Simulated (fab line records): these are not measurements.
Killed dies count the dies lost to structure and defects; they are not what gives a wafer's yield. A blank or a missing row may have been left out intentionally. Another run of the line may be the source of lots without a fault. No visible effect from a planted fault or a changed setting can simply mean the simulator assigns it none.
The tool behind it: which one? :: flow sky130 :: 12 lots, 36 wafers sampled, at 5 steps of a route of 708

WHAT THE GAUGES SHOWED, per wafer
SKY_VT_ADJUST_LVTN_OVL_MEAS_07.
lot: L789
measured: day 6 18:31
on: overlay-01
VT_ADJUST_LVTN_OVL (nm): -0.5 1.7 -0.3

lot: L790
measured: day 7 04:22
on: overlay-01
VT_ADJUST_LVTN_OVL (nm): 0.4 0.3 2.0

lot: L791
measured: day 7 09:29
on: overlay-01
VT_ADJUST_LVTN_OVL (nm): -0.3 0.3 -0.3

lot: L793
measured: day 8 02:19
on: overlay-01
VT_ADJUST_LVTN_OVL (nm): 1.2 -0.9 1.4

lot: L794
measured: day 8 08:33
on: overlay-01
VT_ADJUST_LVTN_OVL (nm): -3.0 -2.0 -1.2

lot: L796
measured: day 8 16:56
on: overlay-02
VT_ADJUST_LVTN_OVL (nm): -0.4 -2.1 -1.6

lot: L800
measured: day 10 02:19
on: overlay-02
VT_ADJUST_LVTN_OVL (nm): -4.9 -2.5 -1.2

lot: L801
measured: day 10 05:38
on: overlay-02
VT_ADJUST_LVTN_OVL (nm): -2.2 -0.6 -1.9

lot: L803
measured: day 10 17:12
on: overlay-01
VT_ADJUST_LVTN_OVL (nm): 1.2 1.6 0.3

lot: L806
measured: day 11 09:39
on: overlay-01
VT_ADJUST_LVTN_OVL (nm): -0.1 0.1 2.4

lot: L808
measured: day 12 12:46
on: overlay-02
VT_ADJUST_LVTN_OVL (nm): -1.7 0.0 0.0

lot: L812
measured: day 13 02:28
on: overlay-02
VT_ADJUST_LVTN_OVL (nm): -0.4 0.4 0.0

SKY_VT_ADJUST_LVTN_TW_MEAS_10.
lot: L789
measured: day 6 18:48
on: film metro-02
VT_ADJUST_LVTN_TW: 246.4 245.3 242.2

lot: L790
measured: day 7 04:40
on: film metro-01
VT_ADJUST_LVTN_TW: 240.3 239.7 240.7

lot: L791
measured: day 7 09:47
on: film metro-02
VT_ADJUST_LVTN_TW: 245.4 244.9 245.4

lot: L793
measured: day 8 02:36
on: film metro-03
VT_ADJUST_LVTN_TW: 240.4 240.4 240.9

lot: L794
measured: day 8 08:50
on: film metro-01
VT_ADJUST_LVTN_TW: 241.1 239.5 240.4

lot: L796
measured: day 8 17:14
on: film metro-01
VT_ADJUST_LVTN_TW: 241.0 240.6 239.9

lot: L800
measured: day 10 02:36
on: film metro-03
VT_ADJUST_LVTN_TW: 266.4 268.0 266.9

lot: L801
measured: day 10 05:55
on: film metro-02
VT_ADJUST_LVTN_TW: 245.1 245.2 245.9

lot: L803
measured: day 10 17:30
on: film metro-02
VT_ADJUST_LVTN_TW: 271.6 271.1 271.3

lot: L806
measured: day 11 09:56
on: film metro-01
VT_ADJUST_LVTN_TW: 237.9 238.9 238.1

lot: L808
measured: day 12 13:03
on: film metro-03
VT_ADJUST_LVTN_TW: 243.0 241.9 241.9

lot: L812
measured: day 13 02:45
on: film metro-02
VT_ADJUST_LVTN_TW: 247.0 243.7 245.9

SKY_VT_ADJUST_LVTN_OVL_MEAS_18.
lot: L789
measured: day 7 13:59
on: overlay-02
VT_ADJUST_LVTN_01_OVL (nm): -1.9 -2.0 -1.4

lot: L790
measured: day 8 00:28
on: overlay-02
VT_ADJUST_LVTN_01_OVL (nm): -4.9 -2.5 -1.6

lot: L791
measured: day 8 05:58
on: overlay-02
VT_ADJUST_LVTN_01_OVL (nm): -2.1 -0.1 -2.0

lot: L793
measured: day 8 22:37
on: overlay-02
VT_ADJUST_LVTN_01_OVL (nm): -2.0 -3.2 -4.7

lot: L794
measured: day 9 04:57
on: overlay-01
VT_ADJUST_LVTN_01_OVL (nm): -2.4 -3.9 -3.3

lot: L796
measured: day 9 13:43
on: overlay-02
VT_ADJUST_LVTN_01_OVL (nm): -0.8 -1.6 -0.4

lot: L800
measured: day 11 00:34
on: overlay-01
VT_ADJUST_LVTN_01_OVL (nm): -0.3 0.6 -1.1

lot: L801
measured: day 11 04:24
on: overlay-02
VT_ADJUST_LVTN_01_OVL (nm): -1.1 -1.1 -1.0

lot: L803
measured: day 11 16:54
on: overlay-01
VT_ADJUST_LVTN_01_OVL (nm): 0.8 1.5 1.2

lot: L806
measured: day 12 10:01
on: overlay-01
VT_ADJUST_LVTN_01_OVL (nm): 3.2 2.9 2.3

lot: L808
measured: day 13 14:29
on: overlay-02
VT_ADJUST_LVTN_01_OVL (nm): -3.0 -3.5 -4.0

lot: L812
measured: day 14 04:02
on: overlay-01
VT_ADJUST_LVTN_01_OVL (nm): 0.8 -0.4 -0.7

EACH LOT AND THE TOOL THAT RAN IT (in order: tool; ch and the chambers of the sampled wafers; start)
lot: L789
SKY_NWELL_STRIP_14: plasma asher-04 ch 0,1, day 4 12:20
SKY_VT_ADJUST_LVTN_IMPLANT_08: implanter-04 ch 0, day 6 18:33

lot: L790
SKY_NWELL_STRIP_14: plasma asher-03 ch 0,1, day 4 20:26
SKY_VT_ADJUST_LVTN_IMPLANT_08: implanter-04 ch 0, day 7 04:25

lot: L791
SKY_NWELL_STRIP_14: plasma asher-03 ch 0,1, day 5 00:02
SKY_VT_ADJUST_LVTN_IMPLANT_08: implanter-03 ch 0, day 7 09:35

lot: L793
SKY_NWELL_STRIP_14: plasma asher-03 ch 0,1, day 5 14:50
SKY_VT_ADJUST_LVTN_IMPLANT_08: implanter-02 ch 0, day 8 02:21

lot: L794
SKY_NWELL_STRIP_14: plasma asher-01 ch 0,1, day 5 19:17
SKY_VT_ADJUST_LVTN_IMPLANT_08: implanter-02 ch 0, day 8 08:36

lot: L796
SKY_NWELL_STRIP_14: plasma asher-04 ch 0,1, day 6 04:55
SKY_VT_ADJUST_LVTN_IMPLANT_08: implanter-04 ch 0, day 8 16:59

lot: L800
SKY_NWELL_STRIP_14: plasma asher-01 ch 0,1, day 7 11:16
SKY_VT_ADJUST_LVTN_IMPLANT_08: implanter-04 ch 0, day 10 02:21

lot: L801
SKY_NWELL_STRIP_14: plasma asher-01 ch 0,1, day 7 13:16
SKY_VT_ADJUST_LVTN_IMPLANT_08: implanter-02 ch 0, day 10 05:41

lot: L803
SKY_NWELL_STRIP_14: plasma asher-03 ch 0,1, day 7 23:55
SKY_VT_ADJUST_LVTN_IMPLANT_08: implanter-04 ch 0, day 10 17:17

lot: L806
SKY_NWELL_STRIP_14: plasma asher-01 ch 1, day 8 14:16
SKY_VT_ADJUST_LVTN_IMPLANT_08: implanter-03 ch 0, day 11 09:42

lot: L808
SKY_NWELL_STRIP_14: plasma asher-03 ch 0,1, day 9 15:20
SKY_VT_ADJUST_LVTN_IMPLANT_08: implanter-03 ch 0, day 12 12:48

lot: L812
SKY_NWELL_STRIP_14: plasma asher-03 ch 0,1, day 10 03:27
SKY_VT_ADJUST_LVTN_IMPLANT_08: implanter-04 ch 0, day 13 02:30
- SKY_NWELL_STRIP_14: strips in O2/N2.
- SKY_VT_ADJUST_LVTN_IMPLANT_08

WHAT THE TOOLS THEMSELVES READ (means of the sampled wafers that have a number; where no wafer has one, the mark that the record gives instead)
SKY_NWELL_STRIP_14.
lot: L789
tool: plasma asher-04
drypump motor current A (A): 5.94
n2 flow sccm (sccm): 299.7
oes product au (a.u.): 0.723
strip time to endpoint s (s): 36.74

lot: L790
tool: plasma asher-03
drypump motor current A (A): 5.82
n2 flow sccm (sccm): 300.0
oes product au (a.u.): 0.721
strip time to endpoint s (s): 37.00

lot: L791
tool: plasma asher-03
drypump motor current A (A): 5.81
n2 flow sccm (sccm): 300.9
oes product au (a.u.): 0.722
strip time to endpoint s (s): 36.94

lot: L793
tool: plasma asher-03
drypump motor current A (A): 5.95
n2 flow sccm (sccm): 299.9
oes product au (a.u.): 0.727
strip time to endpoint s (s): 37.01

lot: L794
tool: plasma asher-01
drypump motor current A (A): 5.86
n2 flow sccm (sccm): 300.0
oes product au (a.u.): 0.724
strip time to endpoint s (s): 36.93

lot: L796
tool: plasma asher-04
drypump motor current A (A): 5.98
n2 flow sccm (sccm): 300.6
oes product au (a.u.): 0.723
strip time to endpoint s (s): 36.90

lot: L800
tool: plasma asher-01
drypump motor current A (A): 5.86
n2 flow sccm (sccm): 300.8
oes product au (a.u.): 0.724
strip time to endpoint s (s): 37.00

lot: L801
tool: plasma asher-01
drypump motor current A (A): 6.07
n2 flow sccm (sccm): 299.7
oes product au (a.u.): 0.723
strip time to endpoint s (s): 37.03

lot: L803
tool: plasma asher-03
drypump motor current A (A): 5.82
n2 flow sccm (sccm): 299.8
oes product au (a.u.): 0.719
strip time to endpoint s (s): 36.81

lot: L806
tool: plasma asher-01
drypump motor current A (A): 5.66
n2 flow sccm (sccm): 300.5
oes product au (a.u.): 0.725
strip time to endpoint s (s): 37.02

lot: L808
tool: plasma asher-03
drypump motor current A (A): 5.82
n2 flow sccm (sccm): 299.3
oes product au (a.u.): 0.723
strip time to endpoint s (s): 36.93

lot: L812
tool: plasma asher-03
drypump motor current A (A): 5.83
n2 flow sccm (sccm): 299.6
oes product au (a.u.): 0.723
strip time to endpoint s (s): 37.16

SKY_VT_ADJUST_LVTN_IMPLANT_08.
lot: L789
tool: implanter-04
dose ions cm2: 1.5700e+12
faraday current uA: 8.74

lot: L790
tool: implanter-04
dose ions cm2: 1.5699e+12
faraday current uA: 8.73

lot: L791
tool: implanter-03
dose ions cm2: 1.5715e+12
faraday current uA: 8.83

lot: L793
tool: implanter-02
dose ions cm2: 1.5708e+12
faraday current uA: 9.12

lot: L794
tool: implanter-02
dose ions cm2: 1.5705e+12
faraday current uA: 8.92

lot: L796
tool: implanter-04
dose ions cm2: 1.5700e+12
faraday current uA: 8.60

lot: L800
tool: implanter-04
dose ions cm2: 2.2128e+12
faraday current uA: 12.56

lot: L801
tool: implanter-02
dose ions cm2: 1.5695e+12
faraday current uA: 8.83

lot: L803
tool: implanter-04
dose ions cm2: 2.2126e+12
faraday current uA: 12.22

lot: L806
tool: implanter-03
dose ions cm2: 1.5705e+12
faraday current uA: 8.75

lot: L808
tool: implanter-03
dose ions cm2: 1.5714e+12
faraday current uA: 8.71

lot: L812
tool: implanter-04
dose ions cm2: 1.5686e+12
faraday current uA: 9.03

THE ANSWER, worked out from the rows above alone
Rule: usual is defined by the lots themselves. The widest of any qualifying gaps counts: lots, ordered by their means at a reading, are off when they make up no more than a third of the lots, leave a main group of 4 or more, and stand apart from it by 3 or more times the standard deviation of that group's means. The tables above print the reading to a certain number of digits; a main group whose means all agree to those digits is not used. A lot without any number at a reading at which 4 lots or more have one is off too. Any other lot the step has rows for is counted as sound. The gauges are gone through in route order, then the tools' own readings, and for those a lot's mean is taken as printed above. The first step at which some lot is off is used, and at that step the reading that is off furthest; a lot without a number counts as furthest.
Off: L800, L803, at SKY_VT_ADJUST_LVTN_TW_MEAS_10 (VT_ADJUST_LVTN_TW). Main group: mean 242.3, sd 2.5.
If a tool, at a process step before that reading, ran all the lots that are off and no sound lot after the first of them, it fits. Not tried: the gauges at SKY_VT_ADJUST_LVTN_TW_MEAS_10; whatever is off there is also off at SKY_VT_ADJUST_LVTN_IMPLANT_08, on other tools, and gauge error can't account for it. Not one of the candidates tried fits.

WHAT THE SIMULATOR PUT IN
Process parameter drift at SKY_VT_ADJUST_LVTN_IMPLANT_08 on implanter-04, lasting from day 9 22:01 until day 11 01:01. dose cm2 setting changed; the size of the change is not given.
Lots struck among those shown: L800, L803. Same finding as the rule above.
